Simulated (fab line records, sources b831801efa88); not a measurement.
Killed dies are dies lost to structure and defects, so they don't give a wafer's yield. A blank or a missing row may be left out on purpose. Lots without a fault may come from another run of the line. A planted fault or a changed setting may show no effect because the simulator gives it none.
Which tool did it? | flow sky130 | 15 lots, 45 wafers sampled, at 2 steps of a route of 708

WHAT THE GAUGES READ, wafer by wafer
SKY_CONTACT_OVL_MEAS_15. Usual: CONTACT_OVL -2 nm, standard deviation 4.6.
lot  | measured     | on         | CONTACT_OVL (nm) | flag
L369 | day 31 13:30 | overlay-02 | -12 -8 -7        |
L371 | day 31 21:19 | overlay-01 | 10 9 2           |
L372 | day 32 07:31 | overlay-01 | 2 -3 0           |
L373 | day 32 14:54 | overlay-01 | 4 1 -3           |
L379 | day 35 08:22 | overlay-01 | - - -            | OFF
L378 | day 35 09:31 | overlay-01 | - - -            | OFF
L381 | day 35 14:49 | overlay-02 | - - -            | OFF
L382 | day 36 04:58 | overlay-01 | 1 1 -1           |
L384 | day 37 01:34 | overlay-01 | 1 0 1            |
L386 | day 37 05:28 | overlay-02 | -1 2 -1          |
L387 | day 37 08:12 | overlay-01 | -2 -2 -3         |
L388 | day 37 12:37 | overlay-01 | -1 -2 -1         |
L389 | day 37 19:28 | overlay-02 | -8 2 -5          |
L391 | day 38 12:32 | overlay-02 | -2 -5 -6         |
L392 | day 38 19:28 | overlay-02 | -5 -6 -2         |

WHICH TOOL RAN EACH LOT (tool, then ch and the chambers of the sampled wafers, then the start)
lot  | SKY_CONTACT_DEVELOP_13
L369 | litho_track-01 ch 0, day 31 13:00
L371 | litho_track-03 ch 0, day 31 21:00
L372 | litho_track-03 ch 0, day 32 07:00
L373 | litho_track-03 ch 0, day 32 14:00
L379 | litho_track-01, day 35 08:00
L378 | litho_track-03, day 35 09:00
L381 | litho_track-03, day 35 14:00
L382 | litho_track-03 ch 0, day 36 04:00
L384 | litho_track-03 ch 0, day 37 01:00
L386 | litho_track-01 ch 0, day 37 05:00
L387 | litho_track-01 ch 0, day 37 07:00
L388 | litho_track-03 ch 0, day 37 12:00
L389 | litho_track-03 ch 0, day 37 19:00
L391 | litho_track-03 ch 0, day 38 12:00
L392 | litho_track-01 ch 0, day 38 19:00
- SKY_CONTACT_DEVELOP_13: develop time 60 s.

WHAT THE TOOLS THEMSELVES READ (means of the sampled wafers that have a number; where no wafer has one, the mark that the record gives instead)
SKY_CONTACT_DEVELOP_13. Usual: chill_plate_temp_C 22.99 C, standard deviation 0.095; developer_temp_C 20.99 C, standard deviation 0.11; resist_line_temp_C 23.02 C, standard deviation 0.099.
lot  | tool           | chill_plate_temp_C (C) | developer_temp_C (C) | resist_line_temp_C (C) | flag
L369 | litho_track-01 | 23.00                  | 21.03                | 23.05                  |
L371 | litho_track-03 | 22.95                  | 20.91                | 23.01                  |
L372 | litho_track-03 | 23.00                  | 21.10                | 22.97                  |
L373 | litho_track-03 | 22.97                  | 21.00                | 23.01                  |
L379 | litho_track-01 | -                      | -                    | -                      | OFF
L378 | litho_track-03 | -                      | -                    | -                      | OFF
L381 | litho_track-03 | -                      | -                    | -                      | OFF
L382 | litho_track-03 | 23.16                  | 21.04                | 22.97                  |
L384 | litho_track-03 | 23.01                  | 20.89                | 22.95                  |
L386 | litho_track-01 | 23.04                  | 21.13                | 23.13                  |
L387 | litho_track-01 | 22.92                  | 20.94                | 23.05                  |
L388 | litho_track-03 | 23.10                  | 21.02                | 22.98                  |
L389 | litho_track-03 | 22.98                  | 21.03                | 22.93                  |
L391 | litho_track-03 | 22.93                  | 20.93                | 23.03                  |
L392 | litho_track-01 | 23.10                  | 21.03                | 22.95                  |

THE ANSWER, worked out from the rows above alone
Rule: a lot is off if the mean of its wafers that have a number lies more than 3 standard deviations from the usual mean. A lot without any number at a reading at which 4 lots or more have one is off too. The other lots that the step has rows for count as sound. The gauges are gone through in route order, then the tools' own readings, and for those a lot's mean is taken as printed above. The first step at which some lot is off is used, and at that step the reading that is off furthest; a lot without a number counts as furthest.
Off: L379, L378, L381, at SKY_CONTACT_OVL_MEAS_15 (CONTACT_OVL). Without a number there: L379, L378, L381.
A tool fits if, at a process step before that reading, it ran every lot that is off, and no sound lot after the first of them. The gauges at SKY_CONTACT_OVL_MEAS_15 aren't tried: what is off there is off at SKY_CONTACT_DEVELOP_13 too, on other tools, and a gauge's error can't cause that. None of those tried fits.

WHAT THE SIMULATOR HAD PUT IN
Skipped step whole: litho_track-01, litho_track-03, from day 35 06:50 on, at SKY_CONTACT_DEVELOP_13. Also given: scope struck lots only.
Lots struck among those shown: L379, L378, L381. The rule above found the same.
